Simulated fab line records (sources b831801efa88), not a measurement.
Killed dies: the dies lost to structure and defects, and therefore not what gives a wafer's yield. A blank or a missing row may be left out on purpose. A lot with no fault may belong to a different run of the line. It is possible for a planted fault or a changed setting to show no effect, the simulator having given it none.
fab line records	flow sfqLine
record: lots: 15	wafers: 45	lastDay: 100
route steps=325 shown I5@236 I6@267 M7@292
lots with no fault: from the same line, run without faults
startH: start of the lot's first displayed wafer, in hours after the record's first day	waitH: hours from the lot's prior step to this one	" same as the row above	L1.1+2: a single row standing in for several wafers	- value missing, or start not given	* or withheld: withheld	< > ~ a bound
route shown NAME@n: NAME is a module with steps in the file, n the number in the route of the first one	usual: mean and standard deviation over wafers with no fault	same: alike in all rows	chamber/n: place in a boat	sites: the reading at each site	_std_site: standard deviation of those values	_edge_site: outer sites' mean less inner sites'	radiusMm: for every site, how far away it sits from the centre of the wafer	mask NAME#n: copy n	behind: tool/chamber where the wafer was last shaped	hold: cause of the lot's hold/its duration in hours/its outcome	device: names the non-switching transistor (n, p or np)	end of line: the same wafers' tests at the end of the route	a step given without rows: its recipe and nothing more	killed: dies lost to structure and defects at the first sort, not the wafer's yield	map: per-die view of a wafer (x killed, . not killed, _ where there is no die)
set.NAME: setting as actually run; set.NAME@STEP: the setting as run at that earlier step	model.NAME: the simulator's own value behind a step, which no gauge read
the route's steps for a sample of lots (tables are steps, rows are wafers)
services: a tool's chamber out of use, with start hour (startH, from the record's first day; less than 0 if before it), hours out, and reason
== steps ==
step: SFQ_TRILAYER_I5_BARC_OPEN_VIA_ETCH_200
recipe: maskMaterial: PR	chemistry: O2	targetDepthNm: 125	target: BARC	sourceW: 500	biasW: 80	pressureMtorr: 30	timeS: 41.7
usual: drypumpMotorCurrentA: 5.7/0.43	oesProductAu: 0.685/0.0051
lot.wafer	tool	chamber	startH	waitH	drypumpMotorCurrentA	oesProductAu	rfHoursCounterH
L371.1	rieDiel-04	2	1671.23	0.0	5.6	0.680	3
L371.2	"	1	"	"	6.0	0.688	15
L371.3	"	3	"	"	5.7	0.686	15
L374.2	rieDiel-03	0	1701.01	0.0	5.5	0.692	9
L374.3	"	3	"	"	5.1	0.684	14
L374.6	"	3	"	"	5.1	0.686	-
L376.1	rieDiel-03	1	1746.05	0.0	6.4	0.689	18
L376.4	"	2	"	"	5.5	0.685	16
L376.5	"	3	"	"	5.1	0.684	-
L377.1	rieDiel-04	1	1758.17	0.0	6.0	0.691	16
L377.4	"	3	"	"	5.7	0.681	16
L377.5	"	2	"	"	5.6	0.684	-
L378.1	rieDiel-01	2	1766.57	0.0	5.4	0.683	19
L378.3	"	0	"	"	5.9	0.677	16
L378.5	"	0	"	"	5.8	0.683	-
L379.1	rieDiel-03	1	1768.97	0.0	6.5	0.686	18
L379.2	"	3	"	"	5.1	0.684	15
L379.4	"	0	"	"	5.4	0.681	10
L383.1	rieDiel-04	0	1782.17	0.0	6.2	0.677	4
L383.3	"	1	"	"	6.0	0.688	17
L383.5	"	2	"	"	5.6	0.687	-
L384.1	rieDiel-03	0	1790.70	0.0	5.4	0.678	10
L384.5	"	0	"	"	5.4	0.687	-
L384.6	"	3	"	"	5.1	0.682	-
L385.1	rieDiel-01	0	1800.55	0.0	5.9	0.681	17
L385.2	"	1	"	"	6.2	0.680	12
L385.5	"	1	"	"	6.1	0.687	-
L389.3	rieDiel-03	2	1829.10	0.0	5.5	0.690	17
L389.5	"	1	"	"	6.4	0.688	-
L389.6	"	2	"	"	5.4	0.681	-
L390.3	rieDiel-04	1	1830.30	0.0	6.0	0.678	17
L390.4	"	3	"	"	5.7	0.680	17
L390.6	"	0	"	"	6.2	0.688	-
L391.3	rieDiel-01	0	1831.50	0.0	5.9	0.681	17
L391.4	"	2	"	"	5.4	0.687	-
L391.6	"	0	"	"	5.9	0.678	-
L392.2	rieDiel-03	0	1854.96	0.0	5.5	0.695	11
L392.3	"	2	"	"	5.5	0.683	17
L392.4	"	3	"	"	5.1	0.680	16
L393.1	rieDiel-01	0	1856.16	0.0	5.9	0.681	18
L393.4	"	3	"	"	5.2	0.687	1
L393.5	"	1	"	"	6.1	0.690	-
L394.1	rieDiel-03	0	1861.16	0.0	5.4	0.692	11
L394.3	"	1	"	"	6.5	0.678	19
L394.6	"	2	"	"	5.4	0.690	-
step: SFQ_TRILAYER_I6_CMP_CMP_166
recipe: material: SiO2	downForcePsi: 3	platenRpm: 60	padVelocityMS: 0.94248
usual: motorCurrentA: 10.4/0.73	timeToEndpointS: 212/7.4
lot.wafer	tool	chamber	startH	waitH	motorCurrentA	timeToEndpointS
L371.1	cmp-02	0	1792.93	0.0	10.3	219
L371.2	"	1	"	"	10.9	221
L371.3	"	3	1794.43	1.5	11.5	215
L374.3	cmp-02	3	1831.59	3.9	12.1	224
L374.2	"	1	1832.59	4.9	10.4	216
L374.6	"	3	1833.59	5.8	11.2	229
L376.1	cmp-01	1	1868.59	0.0	11.2	207
L376.4	"	0	1870.09	1.5	9.6	215
L376.5	"	2	1871.09	2.5	9.3	209
L377.4	cmp-02	0	1907.62	0.5	11.1	223
L377.1	"	1	"	"	10.8	212
L377.5	"	0	1909.62	2.5	10.2	224
L378.1	cmp-01	0	1909.52	0.0	10.3	209
L378.3	"	3	1911.02	1.5	10.8	201
L378.5	"	0	"	"	10.2	217
L379.4	cmp-01	3	1916.72	0.0	10.2	203
L379.1	"	1	1917.72	1.0	11.2	208
L379.2	"	2	"	"	9.6	198
L383.3	cmp-01	2	2009.60	0.0	9.3	214
L383.1	"	1	2011.10	1.5	11.2	218
L383.5	"	2	"	"	8.9	214
L384.1	cmp-01	3	2016.64	0.0	10.9	202
L384.6	"	3	2018.64	2.0	10.0	212
L384.5	"	0	"	"	10.0	219
L385.1	cmp-01	3	2031.99	1.0	10.4	198
L385.2	"	0	"	"	9.1	217
L385.5	"	2	2033.49	2.5	9.8	213
L389.3	cmp-01	3	2051.39	0.0	10.6	202
L389.6	"	3	2053.39	2.0	10.6	208
L389.5	"	0	"	"	9.8	226
L390.4	cmp-02	2	2053.70	1.1	10.5	224
L390.3	"	3	"	"	12.2	211
L390.6	"	2	2055.70	3.1	9.8	220
L391.4	cmp-01	1	2055.39	1.6	11.0	216
L391.3	"	2	"	"	9.3	215
L391.6	"	0	2056.89	3.1	9.8	222
L392.2	cmp-02	1	2074.39	0.0	10.9	200
L392.3	"	3	2075.39	1.0	11.8	205
L392.4	"	0	"	"	9.9	210
L393.1	cmp-01	1	2076.09	0.5	11.1	207
L393.4	"	2	"	"	9.2	212
L393.5	"	1	2078.09	2.5	11.3	202
L394.1	cmp-02	2	2077.39	0.6	10.0	205
L394.3	"	3	"	"	11.0	206
L394.6	"	2	2079.39	2.6	9.5	204
step: SFQ_TRILAYER_I6_VIA_LITHO_PEB_172
recipe: pebTempC: 115	pebTimeS: 60	resist: KrF
usual: chillPlateTempC: 22.99/0.12	exhaustPa: 44.9/0.77
lot.wafer	tool	chamber	startH	waitH	chillPlateTempC	exhaustPa
L371.1	lithoTrack-01	0	1799.20	1.0	23.04	44.7
L371.2	"	0	"	"	22.98	46.4
L371.3	"	0	"	"	22.96	46.3
L374.2	lithoTrack-03	0	1838.40	0.8	22.98	45.3
L374.3	"	0	"	"	22.88	44.4
L374.6	"	0	"	"	22.99	43.8
L376.1	lithoTrack-01	0	1875.35	1.0	23.19	44.6
L376.4	"	0	"	"	23.13	44.6
L376.5	"	0	"	"	23.04	44.6
L377.1	lithoTrack-03	-	2022.29	1.0	-	-
L377.4	"	-	"	"	-	-
L377.5	"	-	"	"	-	-
L378.1	lithoTrack-01	-	2024.69	1.0	-	-
L378.3	"	-	"	"	-	-
L378.5	"	-	"	"	-	-
L379.1	lithoTrack-03	-	2035.77	-	-	-
L379.2	"	-	"	"	-	-
L379.4	"	-	"	"	-	-
L383.1	lithoTrack-03	0	2095.61	1.0	23.12	45.1
L383.3	"	0	"	"	23.10	45.0
L383.5	"	0	"	"	22.94	45.7
L384.1	lithoTrack-02	0	2104.01	1.0	23.10	44.2
L384.5	"	0	"	"	23.09	45.1
L384.6	"	0	"	"	23.08	45.2
L385.1	lithoTrack-01	0	2116.74	1.0	22.74	43.7
L385.2	"	0	"	"	22.98	43.5
L385.5	"	0	"	"	23.07	43.7
L389.3	lithoTrack-02	0	2133.64	0.7	23.04	45.6
L389.5	"	0	"	"	22.96	43.7
L389.6	"	0	"	"	22.81	44.2
L390.3	lithoTrack-03	0	2136.32	0.7	23.12	45.6
L390.4	"	0	"	"	23.00	45.1
L390.6	"	0	"	"	23.12	45.8
L391.3	lithoTrack-02	0	2137.52	0.7	23.04	44.7
L391.4	"	0	"	"	23.08	44.1
L391.6	"	0	"	"	23.11	44.8
L392.2	lithoTrack-01	0	2145.89	0.8	22.75	43.5
L392.3	"	0	"	"	22.73	44.4
L392.4	"	0	"	"	22.67	44.5
L393.1	lithoTrack-02	0	2149.47	1.0	23.04	45.8
L393.4	"	0	"	"	22.80	44.6
L393.5	"	0	"	"	22.84	46.0
L394.1	lithoTrack-01	0	2154.27	1.0	23.05	45.5
L394.3	"	0	"	"	22.99	45.5
L394.6	"	0	"	"	22.95	45.2
step: SFQ_TRILAYER_M7_BARC_OPEN_METAL_ETCH_229
recipe: maskMaterial: PR	chemistry: O2	targetDepthNm: 125	target: BARC	icpW: 600	biasW: 80	pressureMtorr: 10	timeS: 41.7
usual: drypumpMotorCurrentA: 5.7/0.41	oesProductAu: 0.685/0.0046
lot.wafer	tool	chamber	startH	waitH	drypumpMotorCurrentA	oesProductAu	rfHoursCounterH
L371.1	rieMetal-01	1	1910.88	0.0	5.4	0.685	54
L371.2	"	0	"	"	5.8	0.688	93
L371.3	"	1	"	"	5.4	0.687	-
L374.2	rieMetal-02	1	1944.61	0.0	6.4	0.682	53
L374.3	"	0	"	"	5.6	0.683	-
L374.6	"	1	"	"	6.4	0.682	-
L376.1	rieMetal-03	1	1950.58	0.0	5.3	0.681	122
L376.4	"	1	"	"	5.3	0.690	-
L376.5	"	1	"	"	5.3	0.678	-
L377.1	rieMetal-03	0	2026.31	0.0	6.0	0.688	113
L377.4	"	1	"	"	5.3	0.686	-
L377.5	"	0	"	"	6.0	0.687	-
L378.1	rieMetal-03	1	2107.95	0.0	5.2	0.685	11
L378.3	"	0	"	"	6.0	0.691	-
L378.5	"	0	"	"	6.0	0.686	-
L379.1	rieMetal-01	1	2118.28	0.0	5.5	0.686	73
L379.2	"	0	"	"	5.8	0.686	118
L379.4	"	0	"	"	5.8	0.670	-
L383.1	rieMetal-02	0	2177.40	0.0	5.5	0.680	48
L383.3	"	0	"	"	5.6	0.687	-
L383.5	"	1	"	"	6.4	0.686	-
L384.1	rieMetal-03	1	2183.40	0.0	5.3	0.688	21
L384.5	"	1	"	"	5.3	0.680	-
L384.6	"	1	"	"	5.3	0.683	-
L385.1	rieMetal-01	1	2193.00	0.0	5.5	0.683	82
L385.2	"	0	"	"	5.8	0.687	127
L385.5	"	1	"	"	5.5	0.679	-
L389.3	rieMetal-02	1	2211.02	0.0	6.4	0.688	-
L389.5	"	0	"	"	5.5	0.685	-
L389.6	"	1	"	"	6.4	0.687	-
L390.3	rieMetal-02	1	2213.42	0.0	6.4	0.685	-
L390.4	"	0	"	"	5.6	0.692	-
L390.6	"	0	"	"	5.6	0.680	-
L391.3	rieMetal-03	1	2215.82	0.0	5.3	0.677	-
L391.4	"	0	"	"	6.0	0.684	-
L391.6	"	0	"	"	6.0	0.683	-
L392.2	rieMetal-02	1	2232.45	0.0	6.4	0.684	93
L392.3	"	0	"	"	5.6	0.686	-
L392.4	"	1	"	"	6.3	0.689	-
L393.1	rieMetal-03	0	2237.25	0.0	6.0	0.680	5
L393.4	"	1	"	"	5.3	0.686	-
L393.5	"	0	"	"	6.0	0.682	-
L394.1	rieMetal-02	0	2244.45	0.0	5.6	0.684	55
L394.3	"	1	"	"	6.3	0.678	-
L394.6	"	1	"	"	6.4	0.682	-
== services ==
tool	chamber	startH	hours	kind
cmp-02	-	1661.58	1.5	repair
cmp-02	-	1686.54	0.5	repair
rieMetal-02	-	1688.57	1.2	repair
cmp-01	-	1739.96	0.7	repair
cmp-01	-	1745.29	3.5	repair
cmp-01	-	1758.66	0.8	repair
cmp-01	-	1766.29	4.0	pm
cmp-01	-	1770.57	1.9	repair
rieDiel-03	0	1771.21	14.6	repair
rieDiel-03	1	1774.89	2.5	repair
rieDiel-03	0	1793.26	22.1	repair
cmp-01	-	1816.52	1.6	repair
cmp-01	-	1818.09	3.7	pm
rieDiel-03	1	1846.22	5.4	repair
cmp-01	-	1848.31	1.5	repair
rieDiel-03	-	1912.52	0.1	repair
rieDiel-03	-	1926.85	0.2	repair
cmp-01	-	1928.91	5.8	pm
rieDiel-03	0	1931.20	9.1	repair
cmp-01	-	1951.27	12.4	pm
cmp-01	-	2108.72	4.0	pm
rieDiel-03	3	2139.93	7.1	repair
rieDiel-03	0	2150.99	7.7	repair
cmp-01	-	2187.09	3.0	pm
== key ==
firstSign: step: SFQ_TRILAYER_I6_VIA_LITHO_PEB_172	reading: toolRecord	direction: missing
effect none on later readings
metAt SFQ_TRILAYER_I6_VIA_LITHO_PEB_172
struckLots L377,L378,L379
notActingAt SFQ_TRILAYER_I5_BARC_OPEN_VIA_ETCH_200,SFQ_TRILAYER_I6_CMP_CMP_166,SFQ_TRILAYER_M7_BARC_OPEN_METAL_ETCH_229
onsetBetween 1875.35 2022.29
fault: kind: skippedStepWhole	tool: lithoTrack-01,lithoTrack-03	chamber: -	onsetH: 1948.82	steps: SFQ_TRILAYER_I6_VIA_LITHO_PEB_172	scope: struckLotsOnly
